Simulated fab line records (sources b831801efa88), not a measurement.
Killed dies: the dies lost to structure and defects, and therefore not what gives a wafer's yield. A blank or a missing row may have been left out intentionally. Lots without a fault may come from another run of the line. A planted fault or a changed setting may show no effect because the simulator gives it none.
8D (eight disciplines) problem report, filled in by code ; flow sky130 ; the parts of the form that need people (team, actions taken, sign-off) are left out

## 1. WHAT WENT WRONG
Mean of run length s at SKY_VIA1_ETCH_14: 49.9 s across 6 wafers in 2 lots; on wafers with no fault it is 73.9 s (standard deviation 0.43). Relative to the usual mean, that is a shift of -56 standard deviations.
The step: etches BARC in N2/H2, stops on SiO2, time 45.9 s, target depth 60 nm.
Earliest sighting: wafer L840.1 on rie diel-02 at day 39 23:09. The record holds 41 wafers of 14 lots with a number at this step. The rule behind "out" and "out of limits": a value lying over 4 standard deviations away from the usual mean. All remaining wafers that have a number are taken as sound.

## 2. WHAT IT IS; WHAT IT IS NOT
question;is;is not
which readings at this step;run length s, oes product au;chamber pressure mTorr, drypump motor current A
which lots;L840, L842;L821, L822, L824, L825, L826, L827, L830, L831, L832, L835, L836, L841
which wafers of those lots;all that have a number;-
read on which tools;rie diel-02;rie diel-03, rie diel-04
when;from day 39 23:09;"up to then (32 sound wafers); but 3 sound wafers of L841 came after"

## 3. SUSPECTS, AND WHAT RULES EACH OUT
Counting: a tool at any process step up to the reading remains a suspect when it ran all the lots that are out and ran no sound lot after the first of those.
- pvd sputter-02 at SKY_METAL1_SPUTTER_03 (material Ti, target thk 5 nm, time 3.3 s): kept. It processed each lot that is out, first L840 at day 37 19:29, and no sound lot thereafter; up to then, the last sound lot it processed was L836 at day 37 00:24.
- rie diel-02 at SKY_VIA1_ETCH_14 (etches BARC in N2/H2, stops on SiO2, time 45.9 s, target depth 60 nm): kept. It processed each lot that is out, first L840 at day 39 23:09, and no sound lot thereafter; up to then, the last sound lot it processed was L835 at day 38 23:21. On those wafers its own readings are out: oes product au, run length s.
After counting, pvd sputter-02 at SKY_METAL1_SPUTTER_03 and rie diel-02 at SKY_VIA1_ETCH_14 remain.

## 4. THE CAUSE (what the simulator had put in)
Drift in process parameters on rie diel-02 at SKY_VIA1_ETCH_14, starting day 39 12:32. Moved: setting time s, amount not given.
Counting leaves 2 suspects; this tool is one of them.

## 5. THE CHAIN OF EFFECTS, in route order
Each row: a reading where the mean over the struck wafers with a number is more than 3 standard deviations away from the usual. Only readings for which the record gives a usual standard deviation are gone through. hours: the time from each lot's start at the first step in this table that gives one to its start at this step, as a median over the lots. sigmas: the change in usual standard deviations.
hours;step;reading;usual;on struck wafers;change;sigmas
0;SKY_VIA1_ETCH_14;oes product au;0.854 a.u.;1.004;+0.150;+33
0;SKY_VIA1_ETCH_14;run length s;73.9 s;49.9;-24.0;-56
0;SKY_VIA1_ETCH_15;oes product au;0.978 a.u.;0.371;-0.607;-74
0;SKY_VIA1_STRIP_16;strip time to endpoint s;4.47 s;4.69;+0.22;+6.9
Here are the process steps it includes:
- SKY_VIA1_ETCH_14: etches BARC in N2/H2, stops on SiO2, time 45.9 s, target depth 60 nm.
- SKY_VIA1_ETCH_15: etches SiO2 in C4F8/O2/Ar, stops on TiN, target depth 351 nm, time 54 s.
- SKY_VIA1_STRIP_16: strips in O2/N2.

## 6. HOW IT WOULD HAVE BEEN CAUGHT EARLIER
In this record no reading fell out of limits until day 39 23:09, 11 hours after the fault had begun at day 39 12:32.
